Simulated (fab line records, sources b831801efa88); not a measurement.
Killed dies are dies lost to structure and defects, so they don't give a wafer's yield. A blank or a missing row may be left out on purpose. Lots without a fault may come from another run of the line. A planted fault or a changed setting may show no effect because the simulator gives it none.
A struck lot beside a sound one | flow sky130 | 17 steps out of a route of 708
Sound: wafers L714.1, L714.3, L714.4. Struck: wafers L713.4, L713.5, L713.6. The cause comes at the end.
At each step with rows: each side's tool, then ch and its chambers, then its first start. Under that, the readings that differ: sound wafers | struck wafers | difference of the means | sigmas: that difference in standard deviations of wafers without a fault.
alike: readings whose means differ by less than 2 such deviations, and words and numbers that are the same on both sides. not compared: withheld readings, readings that some wafer has no value for, bounds like >300 that may hide the same value, and numbers for which the record gives no deviation and whose values overlap.
The two part at a step that has a row with sigmas, a row that says differs or no value, or rows on one side only. Numbers that don't overlap but have no deviation are shown without sigmas and don't part them. A reading that every wafer of one side lacks parts them only if that side has two wafers or more.

SKY_LDD_P_OVL_MEAS_08:
  sound on overlay-02, day 21 13:13; struck on overlay-02, day 21 07:44
  alike: LDD_P_OVL
then, 1 step without rows for these wafers: SKY_LDD_P_IMPLANT_09.
SKY_LDD_P_STRIP_10: strips in O2/N2.
  sound on plasma_asher-01 ch 0,1, day 21 13:24; struck on plasma_asher-03 ch 0,1, day 21 07:56
  alike: drypump_motor_current_A, oes_product_au, strip_time_to_endpoint_s
  not compared: rf_hours_counter_h
SKY_LDD_P_TW_MEAS_11:
  sound on film_metro-03, day 21 13:30; struck on film_metro-02, day 21 08:02
  alike: LDD_P_TW
then, 7 steps without rows for these wafers: SKY_LDD_HVN_DEHYDRATE_00 (time 60 s); SKY_LDD_HVN_HMDS_01 (prime time 60 s); SKY_LDD_HVN_COAT_02 (resist thk 300 nm); SKY_LDD_HVN_SOFTBAKE_03 (time 60 s); SKY_LDD_HVN_EXPOSE_04 (exposes mask HVNTM, target cd 700 nm); SKY_LDD_HVN_PEB_05; SKY_LDD_HVN_DEVELOP_06 (develop time 60 s).
SKY_LDD_HVN_OVL_MEAS_07:
  sound on overlay-01, day 22 19:47; struck on overlay-02, day 22 14:37
  alike: LDD_HVN_OVL
SKY_LDD_HVN_IMPLANT_08:
  sound on implanter-03 ch 0, day 22 19:49; struck on implanter-03 ch 0, day 22 15:01
SKY_LDD_HVN_STRIP_09: strips in O2/N2.
  sound on plasma_asher-03 ch 0,1, day 22 19:58; struck on plasma_asher-04 ch 0,1, day 22 15:08
  alike: drypump_motor_current_A, oes_product_au, strip_time_to_endpoint_s
  not compared: rf_hours_counter_h
SKY_LDD_HVN_TW_MEAS_10:
  sound on film_metro-02, day 22 20:04; struck on film_metro-03, day 22 15:31
  reading    | sound          | struck         | difference | sigmas
  LDD_HVN_TW | 1457 1442 1453 | 1779 1784 1764 | +325       | +23
then, 1 step without rows for these wafers: SKY_LDD_HVP_DEHYDRATE_00 (time 60 s).
-- the record jumps here: 24 days lie between the struck wafers' starts before and after (it left off in module LDD_HVP and takes up again in module PAD_OPEN, whose first step shown is number 708 of the route) --
SKY_PAD_OPEN_PROBE_99:
  sound on prober-02, day 47 04:04; struck on prober-02, day 47 02:43
  reading                                | sound             | struck            | difference | sigmas
  model.etest.tip_n_5v.rs_ohm_sq         | 1390 1400 1385    | 854.5 850.5 854.2 | -538.6     |
  model.etest.nfet_g5v0d10v5.r_on_ohm_um | 1905 1876 1896    | 1720 1712 1716    | -176       |
  model.etest.nfet_g5v0d10v5.drive_ua_um | 597.3 612.8 606.8 | 652.8 657.4 656.3 | +49.9      |
  model.etest.nfet_05v0_nvt.drive_ua_um  | 566 581.7 578.9   | 597.7 600.6 603   | +24.9      |
  model.etest.res_ndiff_hv.rs_ohm_sq     | 113.5 114 113.6   | 110.6 110.6 110.7 | -3.1       |
  model.etest.ring_5v.delay_ps           | 45.24 43.91 44.93 | 43.49 43.23 43.3  | -1.35      |
  alike: killed_at_M0_to_M3, killed_at_M4_up, killed_at_contacts, killed_at_front_end, killed_at_other, killed_dies, killed_open, killed_short
  not compared: model.etest.tip_n_5v.rs_ohm_sq_range, model.etest.nfet_05v0_nvt.off_log10_a_um

WHERE THEY PART
Only at SKY_LDD_HVN_TW_MEAS_10, within this record. Later steps at which nothing parts them and some readings are alike: SKY_PAD_OPEN_PROBE_99.

WHY: what the simulator had put in
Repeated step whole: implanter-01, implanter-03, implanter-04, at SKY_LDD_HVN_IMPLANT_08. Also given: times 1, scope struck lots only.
